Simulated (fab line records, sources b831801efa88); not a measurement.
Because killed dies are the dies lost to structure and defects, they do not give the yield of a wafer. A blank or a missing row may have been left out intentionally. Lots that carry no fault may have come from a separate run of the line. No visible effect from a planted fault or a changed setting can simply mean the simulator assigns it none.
fab line records + flow gf180mcu
[record]
- lots = 11
- wafers = 33
- last-day = 34
route steps=602 shown DNWELL@40 NWELL@50 VT_IMPLANT@110 POLY_GATE@171
lots that met no fault: taken from a fault-free run of the same line
start-h: hours from the record's first day to the start of the lot's first wafer shown + wait-h: hours elapsed since this lot's preceding step + " as in the row above + L1.1+2: a row that stands for several wafers + - no value present, or no start provided + * or withheld: withheld + < > ~ a bound
route shown NAME@n: a module of which the file shows steps, and the number in the route of the first + usual: mean/standard deviation of fault-free wafers + same: alike in all rows + chamber/n: place in a boat + sites: readings site by site + _std_site: their standard deviation + _edge_site: the outer-site mean with the inner-site mean subtracted + radius-mm: for every site, how far away it sits from the centre of the wafer + mask NAME#n: copy n + behind: the last tool/chamber to shape the wafer + hold: cause of the lot's hold/its duration in hours/its outcome + device: names the non-switching transistor (n, p or np) + end of line: the same wafers' tests at the end of the route + step lacking rows: just its recipe + killed: the dies lost at the first sort to structure and to defects; this is not the yield of the wafer + map: dies across one wafer; x = killed, . = not, _ = none there
set.NAME: the setting that was run; set.NAME@STEP: the one run at that earlier step + model.NAME: the simulator's own value behind a step, which no gauge read
a sample of lots followed through the steps of the route, with each step as a table and each wafer as a row
services: from which hour (start-h, from the record's first day; less than 0 if before it) a tool's chamber was out of use, for how many hours, and why
[[steps]]
[step GF_DNWELL_STRIP_08]
[recipe]
- chemistry = O2/N2
- power-w = 1400
- pressure-mtorr = 1500
- platen-temp-c = 250
- o2-flow-sccm = 3000
- n2-flow-sccm = 300
- overash-fraction = 0.5
[usual]
- drypump-motor-current-A = 5.7/0.54
- heater-power-w = 348/34
- oes-product-au = 0.723/0.0042
- strip-time-to-endpoint-s = 37.01/0.094
| lot.wafer | tool            | chamber | start-h | wait-h | drypump-motor-current-A | heater-power-w | oes-product-au | rf-hours-counter-h | strip-time-to-endpoint-s |
|-----------|-----------------|---------|---------|--------|-------------------------|----------------|----------------|--------------------|--------------------------|
| L122.1    | plasma-asher-04 | 0       | 53.44   | 0.1    | 5.9                     | 406            | 0.725          | 40                 | 36.93                    |
| L122.4    | "               | 0       | "       | "      | 5.9                     | 398            | 0.717          | -                  | 36.80                    |
| L122.5    | "               | 1       | "       | "      | 5.1                     | 358            | 0.725          | -                  | 36.82                    |
| L125.2    | plasma-asher-03 | 0       | 68.15   | 0.1    | 5.0                     | 320            | 0.726          | 25                 | 37.06                    |
| L125.3    | "               | 1       | "       | "      | 5.9                     | 326            | 0.730          | -                  | 37.09                    |
| L125.6    | "               | 1       | "       | "      | 5.9                     | 321            | 0.726          | -                  | 37.08                    |
| L129.1    | plasma-asher-01 | 0       | 90.70   | 0.1    | 5.9                     | 320            | 0.719          | 45                 | 36.84                    |
| L129.3    | "               | 0       | "       | "      | 6.0                     | 317            | 0.723          | -                  | 36.86                    |
| L129.5    | "               | 0       | "       | "      | 5.9                     | 313            | 0.721          | -                  | 36.95                    |
| L133.2    | plasma-asher-04 | 0       | 114.55  | 0.1    | 5.9                     | 408            | 0.722          | 47                 | 37.05                    |
| L133.3    | "               | 1       | "       | "      | 5.1                     | 365            | 0.721          | -                  | 37.05                    |
| L133.6    | "               | 1       | "       | "      | 5.1                     | 363            | 0.725          | -                  | 37.03                    |
| L135.1    | plasma-asher-03 | 0       | 123.25  | 0.1    | 5.0                     | 317            | 0.732          | 31                 | 37.04                    |
| L135.5    | "               | 0       | "       | "      | 5.0                     | 317            | 0.730          | -                  | 37.06                    |
| L135.6    | "               | 1       | "       | "      | 5.9                     | 317            | 0.723          | -                  | 37.11                    |
| L137.2    | plasma-asher-04 | 0       | 133.65  | 0.1    | 5.9                     | 398            | 0.724          | 49                 | 37.10                    |
| L137.3    | "               | 0       | "       | "      | 5.9                     | 401            | 0.722          | -                  | 37.11                    |
| L137.6    | "               | 0       | "       | "      | 5.9                     | 394            | 0.727          | -                  | 37.18                    |
| L139.1    | plasma-asher-04 | 0       | 145.79  | 0.1    | 5.9                     | 417            | 0.721          | 50                 | 36.94                    |
| L139.2    | "               | 1       | "       | "      | 5.1                     | 363            | 0.726          | 50                 | 37.02                    |
| L139.5    | "               | 1       | "       | "      | 5.1                     | 363            | 0.727          | -                  | 36.96                    |
| L140.1    | plasma-asher-04 | 0       | 150.70  | 0.1    | 5.9                     | 395            | 0.722          | 51                 | 36.97                    |
| L140.3    | "               | 1       | "       | "      | 5.1                     | 367            | 0.721          | -                  | 37.08                    |
| L140.4    | "               | 0       | "       | "      | 5.9                     | 398            | 0.722          | -                  | 36.99                    |
| L141.1    | plasma-asher-03 | 1       | 154.69  | 0.1    | 5.9                     | 314            | 0.723          | 33                 | 37.12                    |
| L141.4    | "               | 0       | "       | "      | 5.0                     | 318            | 0.726          | -                  | 36.92                    |
| L141.5    | "               | 0       | "       | "      | 4.9                     | 317            | 0.716          | -                  | 36.92                    |
| L142.1    | plasma-asher-04 | 0       | 160.54  | 0.1    | 5.9                     | 386            | 0.721          | 52                 | 36.95                    |
| L142.2    | "               | 1       | "       | "      | 5.1                     | 366            | 0.728          | 52                 | 37.04                    |
| L142.3    | "               | 0       | "       | "      | 5.9                     | 413            | 0.723          | -                  | 37.07                    |
| L143.4    | plasma-asher-04 | 1       | 166.33  | 0.1    | 5.1                     | 371            | 0.719          | -                  | 37.06                    |
| L143.5    | "               | 1       | "       | "      | 5.1                     | 374            | 0.719          | -                  | 37.08                    |
| L143.6    | "               | 0       | "       | "      | 5.9                     | 398            | 0.723          | -                  | 37.00                    |
[step GF_NWELL_IMPLANT_08]
[recipe]
- species = P
- energy-kev = 450
- dose-cm2 = 1.5e+13
- tilt-deg = 0
[usual]
- beam-energy-keV = 449.98/0.13
- dose-ions-cm2 = 1.4996e+13/1.6e+10
- faraday-current-uA = 84.9/1.8
| lot.wafer | tool         | chamber | start-h | wait-h | beam-energy-keV | dose-ions-cm2 | faraday-current-uA |
|-----------|--------------|---------|---------|--------|-----------------|---------------|--------------------|
| L122.1    | implanter-04 | 0       | 66.32   | 0.0    | 450.18          | 1.4958e+13    | 85.0               |
| L122.4    | "            | 0       | "       | "      | 450.12          | 1.5003e+13    | 83.4               |
| L122.5    | "            | 0       | "       | "      | 450.07          | 1.4989e+13    | 84.1               |
| L125.2    | implanter-04 | 0       | 81.44   | 0.0    | 450.01          | 9.687e+12     | 55.7               |
| L125.3    | "            | 0       | "       | "      | 449.73          | 9.668e+12     | 54.3               |
| L125.6    | "            | 0       | "       | "      | 449.93          | 9.683e+12     | 53.2               |
| L129.1    | implanter-04 | 0       | 104.08  | 0.0    | 450.03          | 9.683e+12     | 55.4               |
| L129.3    | "            | 0       | "       | "      | 450.02          | 9.701e+12     | 52.5               |
| L129.5    | "            | 0       | "       | "      | 450.02          | 9.656e+12     | 53.7               |
| L133.2    | implanter-02 | 0       | 129.84  | 0.0    | 449.92          | 1.5013e+13    | 82.7               |
| L133.3    | "            | 0       | "       | "      | 450.04          | 1.4998e+13    | 80.4               |
| L133.6    | "            | 0       | "       | "      | 449.86          | 1.5018e+13    | 84.6               |
| L135.1    | implanter-01 | 0       | 138.71  | 0.0    | 450.05          | 1.5004e+13    | 84.9               |
| L135.5    | "            | 0       | "       | "      | 449.98          | 1.4982e+13    | 88.3               |
| L135.6    | "            | 0       | "       | "      | 449.76          | 1.5011e+13    | 84.0               |
| L137.2    | implanter-02 | 0       | 148.49  | 0.0    | 449.96          | 1.4991e+13    | 82.2               |
| L137.3    | "            | 0       | "       | "      | 449.85          | 1.4992e+13    | 87.3               |
| L137.6    | "            | 0       | "       | "      | 449.96          | 1.5005e+13    | 88.2               |
| L139.1    | implanter-02 | 0       | 162.33  | 0.0    | 450.02          | 1.5016e+13    | 85.9               |
| L139.2    | "            | 0       | "       | "      | 449.97          | 1.5007e+13    | 85.3               |
| L139.5    | "            | 0       | "       | "      | 450.00          | 1.4994e+13    | 86.2               |
| L140.1    | implanter-01 | 0       | 166.42  | 0.0    | 449.92          | 1.499e+13     | 82.1               |
| L140.3    | "            | 0       | "       | "      | 450.10          | 1.4997e+13    | 85.9               |
| L140.4    | "            | 0       | "       | "      | 449.81          | 1.4979e+13    | 85.8               |
| L141.1    | implanter-02 | 0       | 171.42  | 0.0    | 449.95          | 1.4995e+13    | 84.8               |
| L141.4    | "            | 0       | "       | "      | 450.13          | 1.4992e+13    | 87.8               |
| L141.5    | "            | 0       | "       | "      | 449.86          | 1.498e+13     | 85.0               |
| L142.1    | implanter-02 | 0       | 176.48  | 0.0    | 450.18          | 1.4995e+13    | 84.9               |
| L142.2    | "            | 0       | "       | "      | 450.15          | 1.5e+13       | 84.3               |
| L142.3    | "            | 0       | "       | "      | 450.16          | 1.4979e+13    | 84.1               |
| L143.4    | implanter-04 | 0       | 183.11  | 0.1    | 450.05          | 1.5036e+13    | 83.8               |
| L143.5    | "            | 0       | "       | "      | 449.99          | 1.5008e+13    | 84.3               |
| L143.6    | "            | 0       | "       | "      | 449.86          | 1.5002e+13    | 84.1               |
[step GF_NWELL_TW_MEAS_11]
[usual]
- NWELL_TW = 1566/17
| lot.wafer | tool          | chamber | start-h | wait-h | NWELL_TW |
|-----------|---------------|---------|---------|--------|----------|
| L122.1    | film-metro-04 | -       | 66.72   | 0.1    | 1554     |
| L122.4    | "             | -       | "       | "      | 1556     |
| L122.5    | "             | -       | "       | "      | 1557     |
| L125.2    | film-metro-02 | -       | 81.83   | 0.1    | 1400     |
| L125.3    | "             | -       | "       | "      | 1407     |
| L125.6    | "             | -       | "       | "      | 1413     |
| L129.1    | film-metro-02 | -       | 104.48  | 0.1    | 1413     |
| L129.3    | "             | -       | "       | "      | 1417     |
| L129.5    | "             | -       | "       | "      | 1418     |
| L133.2    | film-metro-02 | -       | 130.22  | 0.1    | 1592     |
| L133.3    | "             | -       | "       | "      | 1581     |
| L133.6    | "             | -       | "       | "      | 1572     |
| L135.1    | film-metro-04 | -       | 139.11  | 0.1    | 1553     |
| L135.5    | "             | -       | "       | "      | 1552     |
| L135.6    | "             | -       | "       | "      | 1556     |
| L137.2    | film-metro-04 | -       | 148.88  | 0.1    | 1558     |
| L137.3    | "             | -       | "       | "      | 1560     |
| L137.6    | "             | -       | "       | "      | 1558     |
| L139.1    | film-metro-04 | -       | 162.73  | 0.1    | 1560     |
| L139.2    | "             | -       | "       | "      | 1555     |
| L139.5    | "             | -       | "       | "      | 1565     |
| L140.1    | film-metro-02 | -       | 166.82  | 0.1    | 1570     |
| L140.3    | "             | -       | "       | "      | 1569     |
| L140.4    | "             | -       | "       | "      | 1570     |
| L141.1    | film-metro-01 | -       | 171.82  | 0.1    | 1547     |
| L141.4    | "             | -       | "       | "      | 1537     |
| L141.5    | "             | -       | "       | "      | 1539     |
| L142.1    | film-metro-01 | -       | 176.88  | 0.1    | 1538     |
| L142.2    | "             | -       | "       | "      | 1548     |
| L142.3    | "             | -       | "       | "      | 1541     |
| L143.4    | film-metro-02 | -       | 183.46  | 0.1    | 1577     |
| L143.5    | "             | -       | "       | "      | 1572     |
| L143.6    | "             | -       | "       | "      | 1570     |
[step GF_VT_IMPLANT_STRIP_20]
[recipe]
- chemistry = O2/N2
- power-w = 1400
- pressure-mtorr = 1500
- platen-temp-c = 250
- o2-flow-sccm = 3000
- n2-flow-sccm = 300
- overash-fraction = 0.5
[usual]
- drypump-motor-current-A = 6.0/0.52
- heater-power-w = 356/41
- oes-product-au = 0.716/0.0043
- strip-time-to-endpoint-s = 12.61/0.034
| lot.wafer | tool            | chamber | start-h | wait-h | drypump-motor-current-A | heater-power-w | oes-product-au | rf-hours-counter-h | strip-time-to-endpoint-s |
|-----------|-----------------|---------|---------|--------|-------------------------|----------------|----------------|--------------------|--------------------------|
| L122.1    | plasma-asher-02 | 1       | 138.37  | 0.1    | 6.6                     | 310            | 0.716          | 2                  | 12.64                    |
| L122.4    | "               | 1       | "       | "      | 6.6                     | 302            | 0.716          | -                  | 12.63                    |
| L122.5    | "               | 0       | "       | "      | 6.0                     | 401            | 0.714          | -                  | 12.62                    |
| L125.2    | plasma-asher-02 | 0       | 155.63  | 0.1    | 6.0                     | 408            | 0.715          | 4                  | 12.57                    |
| L125.3    | "               | 0       | "       | "      | 5.9                     | 403            | 0.717          | -                  | 12.57                    |
| L125.6    | "               | 0       | "       | "      | 6.0                     | 409            | 0.715          | -                  | 12.59                    |
| L129.1    | plasma-asher-04 | 0       | 182.18  | 0.1    | 5.9                     | 401            | 0.723          | 54                 | 12.61                    |
| L129.3    | "               | 1       | "       | "      | 5.1                     | 366            | 0.716          | -                  | 12.61                    |
| L129.5    | "               | 1       | "       | "      | 5.1                     | 359            | 0.713          | -                  | 12.60                    |
| L133.2    | plasma-asher-01 | 0       | 212.43  | 0.1    | 5.9                     | 316            | 0.719          | 57                 | 12.62                    |
| L133.3    | "               | 0       | "       | "      | 5.9                     | 319            | 0.721          | -                  | 12.58                    |
| L133.6    | "               | 1       | "       | "      | 6.6                     | 335            | 0.720          | -                  | 12.59                    |
| L135.1    | plasma-asher-04 | 0       | 223.03  | 0.1    | 5.9                     | 394            | 0.714          | 59                 | 12.67                    |
| L135.5    | "               | 0       | "       | "      | 5.9                     | 400            | 0.709          | -                  | 12.65                    |
| L135.6    | "               | 1       | "       | "      | 5.1                     | 364            | 0.719          | -                  | 12.60                    |
| L137.2    | plasma-asher-01 | 0       | 232.42  | 0.1    | 6.0                     | 312            | 0.715          | 59                 | 12.55                    |
| L137.3    | "               | 1       | "       | "      | 6.6                     | 324            | 0.716          | -                  | 12.59                    |
| L137.6    | "               | 0       | "       | "      | 5.9                     | 316            | 0.714          | -                  | 12.59                    |
| L139.1    | plasma-asher-04 | 1       | 248.48  | 0.1    | 5.1                     | 360            | 0.721          | 61                 | 12.58                    |
| L139.2    | "               | 0       | "       | "      | 5.9                     | 390            | 0.717          | 61                 | 12.56                    |
| L139.5    | "               | 1       | "       | "      | 5.1                     | 369            | 0.719          | -                  | 12.57                    |
| L140.1    | plasma-asher-02 | 1       | 254.81  | 0.1    | 6.6                     | 313            | 0.717          | 14                 | 12.57                    |
| L140.3    | "               | 1       | "       | "      | 6.6                     | 309            | 0.714          | -                  | 12.56                    |
| L140.4    | "               | 0       | "       | "      | 5.9                     | 414            | 0.708          | -                  | 12.57                    |
| L141.1    | plasma-asher-01 | 1       | 259.78  | 0.1    | 6.6                     | 322            | 0.716          | 63                 | 12.60                    |
| L141.4    | "               | 1       | "       | "      | 6.6                     | 318            | 0.709          | -                  | 12.60                    |
| L141.5    | "               | 1       | "       | "      | 6.6                     | 324            | 0.723          | -                  | 12.61                    |
| L142.1    | plasma-asher-01 | 0       | 264.53  | 0.1    | 5.9                     | 306            | 0.710          | 63                 | 12.61                    |
| L142.2    | "               | 1       | "       | "      | 6.6                     | 323            | 0.716          | 63                 | 12.62                    |
| L142.3    | "               | 0       | "       | "      | 5.9                     | 313            | 0.717          | -                  | 12.58                    |
| L143.4    | plasma-asher-04 | 1       | 272.04  | 0.1    | 5.1                     | 365            | 0.721          | -                  | 12.57                    |
| L143.5    | "               | 0       | "       | "      | 5.9                     | 397            | 0.716          | -                  | 12.62                    |
| L143.6    | "               | 1       | "       | "      | 5.1                     | 366            | 0.712          | -                  | 12.60                    |
[step GF_VT_IMPLANT_RS_MEAS_47]
[recipe]
- thk-meas-gauge = four-point-probe
[usual]
- NWELL_RS = 488.2/1.5
| lot.wafer | tool          | chamber | start-h | wait-h | NWELL_RS[ohm/sq] |
|-----------|---------------|---------|---------|--------|------------------|
| L122.1    | film-metro-02 | -       | 171.46  | 0.1    | 489.2            |
| L122.4    | "             | -       | "       | "      | 489.6            |
| L122.5    | "             | -       | "       | "      | 489.5            |
| L125.2    | film-metro-02 | -       | 189.62  | 0.1    | 617.3            |
| L125.3    | "             | -       | "       | "      | 618.9            |
| L125.6    | "             | -       | "       | "      | 617.6            |
| L129.1    | film-metro-01 | -       | 216.39  | 0.1    | 612.2            |
| L129.3    | "             | -       | "       | "      | 615.4            |
| L129.5    | "             | -       | "       | "      | 613.7            |
| L133.2    | film-metro-01 | -       | 247.81  | 0.1    | 487.4            |
| L133.3    | "             | -       | "       | "      | 488.2            |
| L133.6    | "             | -       | "       | "      | 489.9            |
| L135.1    | film-metro-01 | -       | 259.75  | 0.1    | 489.7            |
| L135.5    | "             | -       | "       | "      | 489.7            |
| L135.6    | "             | -       | "       | "      | 490.6            |
| L137.2    | film-metro-01 | -       | 269.56  | 0.1    | 488.6            |
| L137.3    | "             | -       | "       | "      | 487.6            |
| L137.6    | "             | -       | "       | "      | 488.9            |
| L139.1    | film-metro-04 | -       | 287.71  | 0.1    | 488.4            |
| L139.2    | "             | -       | "       | "      | 489.4            |
| L139.5    | "             | -       | "       | "      | 489.4            |
| L140.1    | film-metro-01 | -       | 293.64  | 0.1    | 489.0            |
| L140.3    | "             | -       | "       | "      | 488.0            |
| L140.4    | "             | -       | "       | "      | 489.8            |
| L141.1    | film-metro-02 | -       | 300.64  | 0.1    | 488.5            |
| L141.4    | "             | -       | "       | "      | 487.3            |
| L141.5    | "             | -       | "       | "      | 487.4            |
| L142.1    | film-metro-02 | -       | 304.81  | 0.1    | 488.4            |
| L142.2    | "             | -       | "       | "      | 487.2            |
| L142.3    | "             | -       | "       | "      | 489.7            |
| L143.4    | film-metro-04 | -       | 312.20  | 0.1    | 487.9            |
| L143.5    | "             | -       | "       | "      | 490.0            |
| L143.6    | "             | -       | "       | "      | 487.2            |
[step GF_POLY_GATE_STRIP_14]
[recipe]
- chemistry = O2/N2
- power-w = 1400
- pressure-mtorr = 1500
- platen-temp-c = 250
- o2-flow-sccm = 3000
- n2-flow-sccm = 300
- overash-fraction = 0.5
[usual]
- drypump-motor-current-A = 5.9/0.57
- heater-power-w = 331/36
- oes-product-au = 0.504/0.0047
| lot.wafer | tool            | chamber | start-h | wait-h | drypump-motor-current-A | heater-power-w | oes-product-au | rf-hours-counter-h |
|-----------|-----------------|---------|---------|--------|-------------------------|----------------|----------------|--------------------|
| L122.1    | plasma-asher-02 | 0       | 212.19  | 0.0    | 5.9                     | 403            | 0.508          | 10                 |
| L122.4    | "               | 0       | "       | "      | 6.0                     | 405            | 0.505          | -                  |
| L122.5    | "               | 0       | "       | "      | 5.9                     | 400            | 0.507          | -                  |
| L125.2    | plasma-asher-02 | 1       | 235.29  | 0.0    | 6.6                     | 307            | 0.499          | 12                 |
| L125.3    | "               | 1       | "       | "      | 6.6                     | 304            | 0.513          | -                  |
| L125.6    | "               | 0       | "       | "      | 5.9                     | 409            | 0.510          | -                  |
| L129.1    | plasma-asher-01 | 1       | 260.94  | 0.0    | 6.6                     | 321            | 0.506          | 63                 |
| L129.3    | "               | 1       | "       | "      | 6.6                     | 328            | 0.511          | -                  |
| L129.5    | "               | 0       | "       | "      | 5.9                     | 309            | 0.503          | -                  |
| L133.2    | plasma-asher-01 | 0       | 291.85  | 0.0    | 5.9                     | 314            | 0.506          | 67                 |
| L133.3    | "               | 1       | "       | "      | 6.6                     | 315            | 0.504          | -                  |
| L133.6    | "               | 0       | "       | "      | 5.9                     | 313            | 0.507          | -                  |
| L135.1    | plasma-asher-03 | 1       | 306.25  | 0.0    | 5.9                     | 321            | 0.496          | 48                 |
| L135.5    | "               | 0       | "       | "      | 5.0                     | 327            | 0.510          | -                  |
| L135.6    | "               | 1       | "       | "      | 5.9                     | 319            | 0.498          | -                  |
| L137.2    | plasma-asher-01 | 1       | 315.15  | 0.0    | 6.6                     | 327            | 0.495          | 69                 |
| L137.3    | "               | 0       | "       | "      | 5.9                     | 314            | 0.505          | -                  |
| L137.6    | "               | 0       | "       | "      | 5.9                     | 319            | 0.514          | -                  |
| L139.1    | plasma-asher-03 | 1       | 336.54  | 0.0    | 5.9                     | 324            | 0.498          | 52                 |
| L139.2    | "               | 0       | "       | "      | 5.0                     | 321            | 0.497          | 52                 |
| L139.5    | "               | 0       | "       | "      | 5.0                     | 318            | 0.502          | -                  |
| L140.1    | plasma-asher-03 | 0       | 341.09  | 0.0    | 5.0                     | 311            | 0.502          | 52                 |
| L140.3    | "               | 1       | "       | "      | 5.9                     | 320            | 0.503          | -                  |
| L140.4    | "               | 0       | "       | "      | 5.0                     | 313            | 0.507          | -                  |
| L141.1    | plasma-asher-03 | 0       | 350.35  | 0.0    | 5.0                     | 322            | 0.509          | 54                 |
| L141.4    | "               | 0       | "       | "      | 5.0                     | 323            | 0.504          | -                  |
| L141.5    | "               | 0       | "       | "      | 5.0                     | 319            | 0.502          | -                  |
| L142.1    | plasma-asher-03 | 1       | 352.69  | 0.0    | 5.9                     | 321            | 0.502          | 54                 |
| L142.2    | "               | 0       | "       | "      | 4.9                     | 323            | 0.498          | 54                 |
| L142.3    | "               | 1       | "       | "      | 5.9                     | 319            | 0.508          | -                  |
| L143.4    | plasma-asher-01 | 1       | 361.37  | 0.1    | 6.6                     | 322            | 0.499          | -                  |
| L143.5    | "               | 1       | "       | "      | 6.6                     | 327            | 0.505          | -                  |
| L143.6    | "               | 0       | "       | "      | 5.9                     | 318            | 0.510          | -                  |
[[services]]
| tool            | chamber | start-h | hours | kind   |
|-----------------|---------|---------|-------|--------|
| plasma-asher-02 | -       | 33.63   | 1.4   | repair |
| plasma-asher-03 | -       | 34.88   | 3.4   | repair |
| plasma-asher-03 | -       | 48.08   | 8.8   | repair |
| plasma-asher-02 | -       | 57.45   | 3.6   | repair |
| implanter-04    | -       | 83.22   | 11.9  | repair |
| plasma-asher-01 | -       | 102.64  | 3.9   | repair |
| plasma-asher-02 | -       | 106.85  | 0.8   | repair |
| plasma-asher-02 | -       | 108.75  | 9.0   | pm     |
| implanter-02    | -       | 124.43  | 3.9   | repair |
| plasma-asher-03 | -       | 132.71  | 2.1   | repair |
| implanter-02    | -       | 153.24  | 3.9   | pm     |
| plasma-asher-01 | -       | 196.49  | 4.6   | repair |
| plasma-asher-03 | -       | 247.69  | 5.8   | repair |
| plasma-asher-03 | -       | 262.65  | 0.9   | repair |
| plasma-asher-02 | -       | 274.03  | 8.0   | repair |
| implanter-02    | -       | 275.51  | 3.8   | repair |
| plasma-asher-04 | -       | 282.87  | 12.2  | repair |
| implanter-02    | -       | 289.94  | 2.6   | repair |
| implanter-02    | -       | 298.69  | 3.2   | repair |
| plasma-asher-03 | -       | 303.26  | 1.0   | repair |
| plasma-asher-02 | -       | 324.84  | 10.5  | repair |
| plasma-asher-02 | -       | 335.30  | 14.6  | pm     |
| plasma-asher-04 | -       | 347.19  | 2.8   | pm     |
| implanter-02    | -       | 347.37  | 61.8  | pm     |
[[key]]
[first-sign]
- step = GF_NWELL_IMPLANT_08
- reading = dose-ions-cm2
- direction = down
- sigmas = 99+
- usual = 1.4996e+13
- struck = 9.68e+12
[effect]
- step = GF_NWELL_IMPLANT_08
- reading = faraday-current-uA
- direction = down
- sigmas = 17
- usual = 84.9
- struck = 54.1
[effect]
- step = GF_NWELL_TW_MEAS_11
- reading = NWELL_TW
- direction = down
- sigmas = 9.3
- usual = 1566
- struck = 1411
[effect]
- step = GF_VT_IMPLANT_RS_MEAS_47
- reading = NWELL_RS
- direction = up
- sigmas = 84
- usual = 488.2
- struck = 615.9
met-at GF_NWELL_IMPLANT_08
struck-lots L125,L129
tester-left-out L125,L129
not-acting-at GF_DNWELL_STRIP_08,GF_VT_IMPLANT_STRIP_20,GF_POLY_GATE_STRIP_14
onset-between 66.32 81.44
[fault]
- kind = process-parameter-drift
- tool = implanter-04
- chamber = -
- onset-h = 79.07
- steps = GF_NWELL_IMPLANT_08
- channel = dose-cm2
- offset = -5.3251e+12
- shape = step
- end-h = 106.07
- acts-in = these-recipes-only
- stated = 1.5e+13
// tester-left-out: of these lots the tester's yield and bins aren't shown, on N5 and GAA mostly nor the transistor test; their killed dies are dies lost to structure and defects alone, not to doping, threshold or leakage, so they don't give the yield
